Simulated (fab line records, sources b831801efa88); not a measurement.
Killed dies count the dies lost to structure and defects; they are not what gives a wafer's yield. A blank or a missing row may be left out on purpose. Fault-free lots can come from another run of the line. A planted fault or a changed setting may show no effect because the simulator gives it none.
Which tool is to blame? | flow gf180mcu | 18 wafers from 6 lots sampled at 2 of the route's 602 steps

## WHAT THE GAUGES READ, wafer by wafer
GF_V2_THK_MEAS_03.
lot  | measured     | on            | V2_CVD_02_THK (nm)
L907 | day 20 09:28 | film_metro-02 | 829 850 845
L910 | day 21 09:58 | film_metro-02 | 830 846 1617
L919 | day 24 12:07 | film_metro-02 | 843 837 862
L922 | day 25 12:15 | film_metro-02 | 846 850 848
L925 | day 26 16:53 | film_metro-03 | 840 862 851
L926 | day 27 04:59 | film_metro-03 | 846 851 850

## TOOL THAT RAN EACH LOT (tool first, then ch and the chambers of the sampled wafers, then the start)
lot  | GF_V2_CVD_02
L907 | pecvd-04 ch 0,1,2, day 20 09:24
L910 | pecvd-04 ch 0,1,2, day 21 09:53
L919 | pecvd-04 ch 0,1, day 24 12:02
L922 | pecvd-04 ch 0,2, day 25 12:11
L925 | pecvd-01 ch 0,1, day 26 16:49
L926 | pecvd-04 ch 1,2, day 27 04:53
- GF_V2_CVD_02: deposits SiO2 from TEOS, target thk 850 nm, time 94.851 s.

## THE ANSWER, worked out from the rows above alone
Rule: what is usual is taken from the lots themselves. Put in order of their means at a reading, lots are off if they are a third of the lots or fewer, leave a main group of 4 or more, and stand apart from it by a gap of 3 or more times the standard deviation of the main group's means; of several such gaps the widest counts. A main group whose means are all the same, to the digits that the tables above print for the reading, isn't used. Also off: a lot with no number at a reading for which 4 or more lots have one. The other lots that the step has rows for count as sound.
Off: at GF_V2_THK_MEAS_03 (V2_CVD_02_THK), L910. The main group: mean 847 nm, standard deviation 3.2.
If a tool, at a process step before that reading, ran all the lots that are off and no sound lot after the first of them, it fits. Those tools and the gauges at GF_V2_THK_MEAS_03 are tried in the same way. Of those tried, none fits.

## WHAT THE SIMULATOR HAD INSERTED
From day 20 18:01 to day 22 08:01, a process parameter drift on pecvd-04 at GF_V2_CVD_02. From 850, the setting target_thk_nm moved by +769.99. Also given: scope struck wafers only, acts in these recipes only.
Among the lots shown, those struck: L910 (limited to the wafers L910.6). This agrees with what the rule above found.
